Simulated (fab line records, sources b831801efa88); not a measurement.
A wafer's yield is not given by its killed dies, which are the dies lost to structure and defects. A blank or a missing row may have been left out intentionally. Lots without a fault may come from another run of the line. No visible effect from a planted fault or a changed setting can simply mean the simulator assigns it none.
Split-lot experiment	flow sfqLine	23 wafers read from 5 lots, route of 325 steps

## THE SPLIT
At SFQ_TRILAYER_M8_DEP_EVAP_198 (material Pt, target thk 50 nm, time 250 s), the setting timeS was moved away from the recipe's 250 s on 5 of the 23 wafers read, by -12.8% to -9.6%. The other wafers ran this setting at the recipe's value.

Reading taken at the split's own step.

## THE READING
Pt_of_TRILAYER_M8_DEP_EVAP_198.thkNm (the simulator's own value, which no gauge read), in nm, at SFQ_TRILAYER_M8_DEP_EVAP_198 (material Pt, target thk 50 nm, time 250 s). The file does not state a usual value for it. The 18 wafers here that ran the recipe average 50.35 nm, standard deviation 0.53 nm.

wafer	tool, chamber at the split	timeS as run, s	against the recipe	Pt_of_TRILAYER_M8_DEP_EVAP_198.thkNm, nm	against lot-mates on the recipe
L074.1	pvdSputter-01, -	250	recipe	50.48	-
L074.3	pvdSputter-01, -	250	recipe	50.3	-
L074.4	pvdSputter-01, -	226	-9.6%	46.09	-4.30
L074.5	pvdSputter-01, -	226	-9.6%	45.02	-5.37
L074.6	pvdSputter-01, -	226	-9.6%	45.85	-4.54
L076.1	pvdSputter-01, -	250	recipe	50.7	-
L076.3	pvdSputter-01, -	250	recipe	50.1	-
L076.4	pvdSputter-01, -	250	recipe	51.44	-
L076.5	pvdSputter-01, -	250	recipe	51.17	-
L076.6	pvdSputter-01, -	250	recipe	50.65	-
L077.2	pvdSputter-02, -	250	recipe	49.97	-
L077.3	pvdSputter-02, -	250	recipe	50.19	-
L077.4	pvdSputter-02, -	217.9	-12.8%	43.63	-6.63
L077.5	pvdSputter-02, -	250	recipe	50.63	-
L077.6	pvdSputter-02, -	217.9	-12.8%	43.48	-6.78
L083.1	pvdSputter-02, -	250	recipe	50.76	-
L083.2	pvdSputter-02, -	250	recipe	50.59	-
L083.3	pvdSputter-02, -	250	recipe	50.18	-
L083.4	pvdSputter-02, -	250	recipe	49.98	-
L083.5	pvdSputter-02, -	250	recipe	50.39	-
L085.2	pvdSputter-02, -	250	recipe	50.03	-
L085.4	pvdSputter-02, -	250	recipe	49.3	-
L085.5	pvdSputter-02, -	250	recipe	49.36	-

FIT RESULTS
A straight line over all 23 wafers: Pt_of_TRILAYER_M8_DEP_EVAP_198.thkNm changes by +0.511 nm for each +1% of timeS; r = +0.98; the points scatter about the line by 0.53 nm.
The same after taking each lot's own level away (the mean of its wafers on the recipe; 23 wafers): +0.51 nm for each +1%; r = +0.99; scatter 0.36 nm.
The reading moves by 6.5 nm for the largest change in timeS, on that fit.
Measured against the standard deviation above, the lots' own levels, which go from 49.563 to 50.812 nm, span 2.4 times it.
The two slopes agree, so the slope changes little with the lot-to-lot level.
Check: -6.5 nm against its lot-mates is what the line predicts for one of the wafers moved furthest among these (-12.8%) when that wafer is left out of the fit. Against them it came out at -6.63 nm.

## THESE WAFERS: OTHER SPLITS
Other splits were also applied to these wafers ahead of the reading. Each is held against what the fit with the lots' levels taken away leaves over:
other split on the same wafers	wafers away from the commonest value	r with Pt_of_TRILAYER_M8_DEP_EVAP_198.thkNm (lot level and that fit taken away)
SFQ_TRILAYER_M6_LITHO_COAT_159 resistThkNm	7	+0.36
SFQ_TRILAYER_M6_ETCH_METAL_ETCH_162 biasW	4	+0.16
SFQ_TRILAYER_I6_VIA_LITHO_EXPOSE_170 doseMj	7	+0.00
SFQ_TRILAYER_I6_VIA_BARC_OPEN_VIA_ETCH_235 biasW	3	+0.07
SFQ_TRILAYER_M7_LITHO_COAT_177 resistThkNm	10	-0.23
SFQ_TRILAYER_M7_LITHO_PEB_180 pebTempC	9	-0.03
SFQ_TRILAYER_I7_CMP_CMP_184 leaveAboveRefNm	11	-0.19
SFQ_TRILAYER_I7_VIA_LITHO_COAT_192 spinRpm	5	-0.20
SFQ_TRILAYER_I7_VIA_BARC_OPEN_VIA_ETCH_260 sourceW	8	+0.04

## FILE'S OWN FIT
Pt_of_TRILAYER_M8_DEP_EVAP_198.thkNm changes by +0.512 nm for each +1% of timeS, r = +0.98.
